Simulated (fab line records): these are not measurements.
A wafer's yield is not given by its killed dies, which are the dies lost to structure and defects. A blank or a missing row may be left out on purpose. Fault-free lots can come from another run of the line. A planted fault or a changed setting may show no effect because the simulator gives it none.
Which tool did it? :: flow sky130 :: 14 lots, 42 wafers sampled, at 2 steps of a route of 708

## WHAT THE GAUGES SHOWED, per wafer
The record lacks any reading of a measuring or inspecting step that a usual standard deviation could be used to judge.

## TOOL THAT RAN EACH LOT (tool first, then ch and the chambers of the sampled wafers, then the start)
lot: L140
SKY_METAL4_DEVELOP_12: lithoTrack-03 ch 0, day 41 20:00
SKY_PAD_OPEN_PROBE_99: prober-02, day 45 19:46

lot: L141
SKY_METAL4_DEVELOP_12: lithoTrack-01 ch 0, day 42 06:00
SKY_PAD_OPEN_PROBE_99: prober-01, day 46 04:04

lot: L146
SKY_METAL4_DEVELOP_12: lithoTrack-03 ch 0, day 43 23:00
SKY_PAD_OPEN_PROBE_99: prober-02, day 47 17:00

lot: L147
SKY_METAL4_DEVELOP_12: lithoTrack-03 ch 0, day 44 05:00
SKY_PAD_OPEN_PROBE_99: prober-01, day 47 22:54

lot: L148
SKY_METAL4_DEVELOP_12: lithoTrack-04 ch 0, day 44 06:00
SKY_PAD_OPEN_PROBE_99: prober-02, day 47 23:48

lot: L149
SKY_METAL4_DEVELOP_12: lithoTrack-04 ch 0, day 44 12:00
SKY_PAD_OPEN_PROBE_99: prober-01, day 48 04:57

lot: L150
SKY_METAL4_DEVELOP_12: lithoTrack-03 ch 0, day 44 19:00
SKY_PAD_OPEN_PROBE_99: prober-02, day 48 10:30

lot: L151
SKY_METAL4_DEVELOP_12: lithoTrack-04 ch 0, day 45 02:00
SKY_PAD_OPEN_PROBE_99: prober-01, day 48 16:58

lot: L153
SKY_METAL4_DEVELOP_12: lithoTrack-01 ch 0, day 45 18:00
SKY_PAD_OPEN_PROBE_99: prober-01, day 49 07:07

lot: L154
SKY_METAL4_DEVELOP_12: lithoTrack-04 ch 0, day 45 20:00
SKY_PAD_OPEN_PROBE_99: prober-02, day 49 08:34

lot: L156
SKY_METAL4_DEVELOP_12: lithoTrack-03 ch 0, day 46 10:00
SKY_PAD_OPEN_PROBE_99: prober-02, day 49 20:49

lot: L159
SKY_METAL4_DEVELOP_12: lithoTrack-01 ch 0, day 47 09:00
SKY_PAD_OPEN_PROBE_99: prober-01, day 50 14:55

lot: L161
SKY_METAL4_DEVELOP_12: lithoTrack-03 ch 0, day 47 14:00
SKY_PAD_OPEN_PROBE_99: prober-01, day 50 17:58

lot: L162
SKY_METAL4_DEVELOP_12: lithoTrack-03 ch 0, day 47 18:00
SKY_PAD_OPEN_PROBE_99: prober-02, day 50 21:50
- SKY_METAL4_DEVELOP_12: develop time 60 s.
- SKY_PAD_OPEN_PROBE_99

## AS READ BY THE TOOLS THEMSELVES (means over the sampled wafers that have a number; for cases with no such wafer, the mark the record gives instead)
SKY_METAL4_DEVELOP_12. Usual: chillPlateTempC 22.99 C, standard deviation 0.12; developerTempC 20.98 C, standard deviation 0.12.
lot: L140
tool: lithoTrack-03
chillPlateTempC (C): 22.94
developerTempC (C): 20.89
flag: 

lot: L141
tool: lithoTrack-01
chillPlateTempC (C): 22.90
developerTempC (C): 21.09
flag: 

lot: L146
tool: lithoTrack-03
chillPlateTempC (C): 23.07
developerTempC (C): 20.94
flag: 

lot: L147
tool: lithoTrack-03
chillPlateTempC (C): 23.06
developerTempC (C): 21.02
flag: 

lot: L148
tool: lithoTrack-04
chillPlateTempC (C): 22.99
developerTempC (C): 20.96
flag: 

lot: L149
tool: lithoTrack-04
chillPlateTempC (C): 22.97
developerTempC (C): 21.04
flag: 

lot: L150
tool: lithoTrack-03
chillPlateTempC (C): 23.08
developerTempC (C): 20.89
flag: 

lot: L151
tool: lithoTrack-04
chillPlateTempC (C): 23.00
developerTempC (C): 20.86
flag: 

lot: L153
tool: lithoTrack-01
chillPlateTempC (C): 23.08
developerTempC (C): 21.20
flag: 

lot: L154
tool: lithoTrack-04
chillPlateTempC (C): 22.96
developerTempC (C): 20.86
flag: 

lot: L156
tool: lithoTrack-03
chillPlateTempC (C): 23.14
developerTempC (C): 20.77
flag: 

lot: L159
tool: lithoTrack-01
chillPlateTempC (C): 22.99
developerTempC (C): 21.00
flag: 

lot: L161
tool: lithoTrack-03
chillPlateTempC (C): 23.14
developerTempC (C): 21.65
flag: OFF

lot: L162
tool: lithoTrack-03
chillPlateTempC (C): 22.93
developerTempC (C): 21.66
flag: OFF

SKY_PAD_OPEN_PROBE_99. Usual: defectLimitedYield 82.5 %, standard deviation 1.7; killed_at_M0_to_M3 43, standard deviation 6.7; killed_at_M4_up 3.2, standard deviation 1.8; killedAtContacts 24, standard deviation 4.8; killedAtFrontEnd 16, standard deviation 4.2; killedAtOther 0.3, standard deviation 0.56; killedDies 86, standard deviation 8.5; killedOnRim 17, standard deviation 3.9; killedOpen 47, standard deviation 6.7; killedShort 39, standard deviation 6; sort_bin_3_pad_short 0.9 %, standard deviation 0.45; sort_bin_5_function 10.3 %, standard deviation 1.6; sort_bin_6_memory 6.3 %, standard deviation 1; sortNPass 406, standard deviation 8.5; sortYieldPct 82.5 %, standard deviation 1.7.
lot: L140
tool: prober-02
defectLimitedYield (%): 82.7
killed_at_M0_to_M3: 40
killed_at_M4_up: 3.0
killedAtContacts: 23
killedAtFrontEnd: 18
killedAtOther: 0.3
killedDies: 85
killedOnRim: 18
killedOpen: 42
killedShort: 43
sort_bin_3_pad_short (%): 0.9
sort_bin_5_function (%): 9.8
sort_bin_6_memory (%): 6.5
sortNPass: 407
sortYieldPct (%): 82.7
flag: 

lot: L141
tool: prober-01
defectLimitedYield (%): 81.4
killed_at_M0_to_M3: 45
killed_at_M4_up: 4.3
killedAtContacts: 24
killedAtFrontEnd: 19
killedAtOther: 0.3
killedDies: 92
killedOnRim: 19
killedOpen: 50
killedShort: 39
sort_bin_3_pad_short (%): 0.5
sort_bin_5_function (%): 10.9
sort_bin_6_memory (%): 7.2
sortNPass: 400
sortYieldPct (%): 81.4
flag: 

lot: L146
tool: prober-02
defectLimitedYield (%): 84.2
killed_at_M0_to_M3: 41
killed_at_M4_up: 1.7
killedAtContacts: 19
killedAtFrontEnd: 16
killedAtOther: 0.0
killedDies: 78
killedOnRim: 15
killedOpen: 43
killedShort: 35
sort_bin_3_pad_short (%): 1.3
sort_bin_5_function (%): 8.7
sort_bin_6_memory (%): 5.8
sortNPass: 414
sortYieldPct (%): 84.2
flag: 

lot: L147
tool: prober-01
defectLimitedYield (%): 81.8
killed_at_M0_to_M3: 46
killed_at_M4_up: 4.7
killedAtContacts: 27
killedAtFrontEnd: 12
killedAtOther: 0.0
killedDies: 90
killedOnRim: 19
killedOpen: 52
killedShort: 37
sort_bin_3_pad_short (%): 0.4
sort_bin_5_function (%): 11.6
sort_bin_6_memory (%): 6.2
sortNPass: 402
sortYieldPct (%): 81.8
flag: 

lot: L148
tool: prober-02
defectLimitedYield (%): 81.2
killed_at_M0_to_M3: 53
killed_at_M4_up: 4.3
killedAtContacts: 25
killedAtFrontEnd: 10
killedAtOther: 0.0
killedDies: 92
killedOnRim: 19
killedOpen: 53
killedShort: 38
sort_bin_3_pad_short (%): 1.4
sort_bin_5_function (%): 10.3
sort_bin_6_memory (%): 7.0
sortNPass: 400
sortYieldPct (%): 81.2
flag: 

lot: L149
tool: prober-01
defectLimitedYield (%): 84.1
killed_at_M0_to_M3: 44
killed_at_M4_up: 2.7
killedAtContacts: 19
killedAtFrontEnd: 12
killedAtOther: 0.3
killedDies: 78
killedOnRim: 14
killedOpen: 41
killedShort: 37
sort_bin_3_pad_short (%): 1.0
sort_bin_5_function (%): 9.1
sort_bin_6_memory (%): 5.8
sortNPass: 414
sortYieldPct (%): 84.1
flag: 

lot: L150
tool: prober-02
defectLimitedYield (%): 81.9
killed_at_M0_to_M3: 45
killed_at_M4_up: 4.0
killedAtContacts: 25
killedAtFrontEnd: 14
killedAtOther: 0.7
killedDies: 89
killedOnRim: 16
killedOpen: 46
killedShort: 43
sort_bin_3_pad_short (%): 0.9
sort_bin_5_function (%): 11.3
sort_bin_6_memory (%): 5.8
sortNPass: 403
sortYieldPct (%): 81.9
flag: 

lot: L151
tool: prober-01
defectLimitedYield (%): 82.9
killed_at_M0_to_M3: 36
killed_at_M4_up: 2.0
killedAtContacts: 29
killedAtFrontEnd: 18
killedAtOther: 0.0
killedDies: 84
killedOnRim: 15
killedOpen: 47
killedShort: 37
sort_bin_3_pad_short (%): 1.1
sort_bin_5_function (%): 9.5
sort_bin_6_memory (%): 6.5
sortNPass: 408
sortYieldPct (%): 82.9
flag: 

lot: L153
tool: prober-01
defectLimitedYield (%): 84.0
killed_at_M0_to_M3: 39
killed_at_M4_up: 4.0
killedAtContacts: 18
killedAtFrontEnd: 17
killedAtOther: 1.0
killedDies: 79
killedOnRim: 14
killedOpen: 37
killedShort: 41
sort_bin_3_pad_short (%): 0.8
sort_bin_5_function (%): 9.1
sort_bin_6_memory (%): 6.1
sortNPass: 413
sortYieldPct (%): 84.0
flag: 

lot: L154
tool: prober-02
defectLimitedYield (%): 82.3
killed_at_M0_to_M3: 47
killed_at_M4_up: 3.0
killedAtContacts: 24
killedAtFrontEnd: 12
killedAtOther: 0.0
killedDies: 87
killedOnRim: 21
killedOpen: 47
killedShort: 40
sort_bin_3_pad_short (%): 1.1
sort_bin_5_function (%): 10.3
sort_bin_6_memory (%): 6.3
sortNPass: 405
sortYieldPct (%): 82.3
flag: 

lot: L156
tool: prober-02
defectLimitedYield (%): 83.9
killed_at_M0_to_M3: 33
killed_at_M4_up: 3.0
killedAtContacts: 25
killedAtFrontEnd: 17
killedAtOther: 1.0
killedDies: 79
killedOnRim: 13
killedOpen: 42
killedShort: 37
sort_bin_3_pad_short (%): 0.5
sort_bin_5_function (%): 9.4
sort_bin_6_memory (%): 6.2
sortNPass: 413
sortYieldPct (%): 83.9
flag: 

lot: L159
tool: prober-01
defectLimitedYield (%): 82.7
killed_at_M0_to_M3: 42
killed_at_M4_up: 3.0
killedAtContacts: 21
killedAtFrontEnd: 18
killedAtOther: 0.3
killedDies: 85
killedOnRim: 18
killedOpen: 44
killedShort: 40
sort_bin_3_pad_short (%): 1.0
sort_bin_5_function (%): 9.8
sort_bin_6_memory (%): 6.4
sortNPass: 407
sortYieldPct (%): 82.7
flag: 

lot: L161
tool: prober-01
defectLimitedYield (%): 83.4
killed_at_M0_to_M3: 44
killed_at_M4_up: 3.3
killedAtContacts: 24
killedAtFrontEnd: 11
killedAtOther: 0.0
killedDies: 82
killedOnRim: 17
killedOpen: 41
killedShort: 41
sort_bin_3_pad_short (%): 1.1
sort_bin_5_function (%): 8.7
sort_bin_6_memory (%): 6.7
sortNPass: 410
sortYieldPct (%): 83.4
flag: 

lot: L162
tool: prober-02
defectLimitedYield (%): 82.5
killed_at_M0_to_M3: 44
killed_at_M4_up: 2.0
killedAtContacts: 25
killedAtFrontEnd: 15
killedAtOther: 0.3
killedDies: 86
killedOnRim: 17
killedOpen: 46
killedShort: 40
sort_bin_3_pad_short (%): 1.1
sort_bin_5_function (%): 10.3
sort_bin_6_memory (%): 6.1
sortNPass: 406
sortYieldPct (%): 82.5
flag: 

## THE ANSWER, worked out from the rows above alone
Rule: lot off if the mean of its wafers having a number is beyond 3 standard deviations from the usual mean. A lot without any number at a reading at which 4 lots or more have one is off too. Where the step has rows for the other lots, those lots are counted as sound. Order of review: gauges by route order, followed by the tools' own readings, for which a lot's mean as printed above is used. The first step at which some lot is off is used, and at that step the reading that is off furthest; a lot without a number counts as furthest.
Off: L161, L162, at SKY_METAL4_DEVELOP_12 (developerTempC).
If a tool, at that step or one of the process steps before it, ran each lot that is off and ran no sound lot following the first of them, it fits. One fits: SKY_METAL4_DEVELOP_12 on lithoTrack-03. A fault onset in the window from L156 (day 46 10:00, its last sound lot) to L161 (day 47 14:00, its first lot off) fits.
The tool's own readings at SKY_METAL4_DEVELOP_12 bear it out: on the lots that are off they differ by more than 5 times the standard deviation of the sound lots' means. developerTempC reads 21.66 C there against 20.96 C on the sound lots.

## WHAT THE SIMULATOR HAD INSERTED
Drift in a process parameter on lithoTrack-03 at SKY_METAL4_DEVELOP_12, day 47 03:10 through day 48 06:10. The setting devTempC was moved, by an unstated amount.
Shown lots that were struck: L161, L162. This agrees with what the rule above found.
